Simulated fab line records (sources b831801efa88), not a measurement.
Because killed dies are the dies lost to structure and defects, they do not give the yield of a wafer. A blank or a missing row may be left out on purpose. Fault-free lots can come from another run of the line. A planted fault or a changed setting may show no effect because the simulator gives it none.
Which tool is to blame? || flow gf180mcu || Sampling: 6 lots, 18 wafers, 3 of 602 route steps

== WHAT THE GAUGES SHOWED, per wafer ==
GF_M5_OVL_MEAS_08.
{"lot": "L456", "measured": "day 26 12:05", "on": "overlay-02", "M5_OVL (nm)": "-10 -2 0"}
{"lot": "L458", "measured": "day 27 06:07", "on": "overlay-01", "M5_OVL (nm)": "3 3 4"}
{"lot": "L461", "measured": "day 28 05:59", "on": "overlay-01", "M5_OVL (nm)": "-8 -5 -3"}
{"lot": "L469", "measured": "day 30 09:44", "on": "overlay-02", "M5_OVL (nm)": "-6 -5 -12"}
{"lot": "L472", "measured": "day 31 12:48", "on": "overlay-01", "M5_OVL (nm)": "-5 -1 -1"}
{"lot": "L477", "measured": "day 32 14:05", "on": "overlay-01", "M5_OVL (nm)": "0 4 0"}

== WHAT TOOL EACH LOT RAN ON (gives the tool, then ch and the chambers of the sampled wafers, and finally the start) ==
{"lot": "L456", "GF_M1_STRIP_17": "plasma-asher-02 ch 0,1, day 17 09:18", "GF_MIM_CVD_05": "pecvd-02 ch 0,1,2, day 24 16:55"}
{"lot": "L458", "GF_M1_STRIP_17": "plasma-asher-03 ch 0,1, day 18 05:38", "GF_MIM_CVD_05": "pecvd-03 ch 0,2, day 25 11:55"}
{"lot": "L461", "GF_M1_STRIP_17": "plasma-asher-02 ch 0,1, day 19 10:28", "GF_MIM_CVD_05": "pecvd-04 ch 0,1,2, day 26 13:38"}
{"lot": "L469", "GF_M1_STRIP_17": "plasma-asher-02 ch 0,1, day 22 02:05", "GF_MIM_CVD_05": "pecvd-03 ch 0,1, day 28 19:18"}
{"lot": "L472", "GF_M1_STRIP_17": "plasma-asher-03 ch 0,1, day 23 13:16", "GF_MIM_CVD_05": "pecvd-03 ch 1,2, day 30 00:40"}
{"lot": "L477", "GF_M1_STRIP_17": "plasma-asher-04 ch 0,1, day 25 00:03", "GF_MIM_CVD_05": "pecvd-02 ch 0,1,2, day 31 04:24"}
- GF_M1_STRIP_17: strips in O2/N2.
- GF_MIM_CVD_05: deposits Si3N4, target thk 42 nm, time 29.086 s.

== THE ANSWER, worked out from the rows above alone ==
Rule: usual is defined by the lots themselves. Put in order of their means at a reading, lots are off if they are a third of the lots or fewer, leave a main group of 4 or more, and stand apart from it by a gap of 3 or more times the standard deviation of the main group's means; of several such gaps the widest counts. If all means in a main group match to the digits the tables above print for the reading, that group is not used. Also off: a lot with no number at a reading for which 4 or more lots have one. All remaining lots with rows at the step are treated as sound.
No lot is off at any reading shown: from this, nothing can be told.

== WHAT THE SIMULATOR HAD INSERTED ==
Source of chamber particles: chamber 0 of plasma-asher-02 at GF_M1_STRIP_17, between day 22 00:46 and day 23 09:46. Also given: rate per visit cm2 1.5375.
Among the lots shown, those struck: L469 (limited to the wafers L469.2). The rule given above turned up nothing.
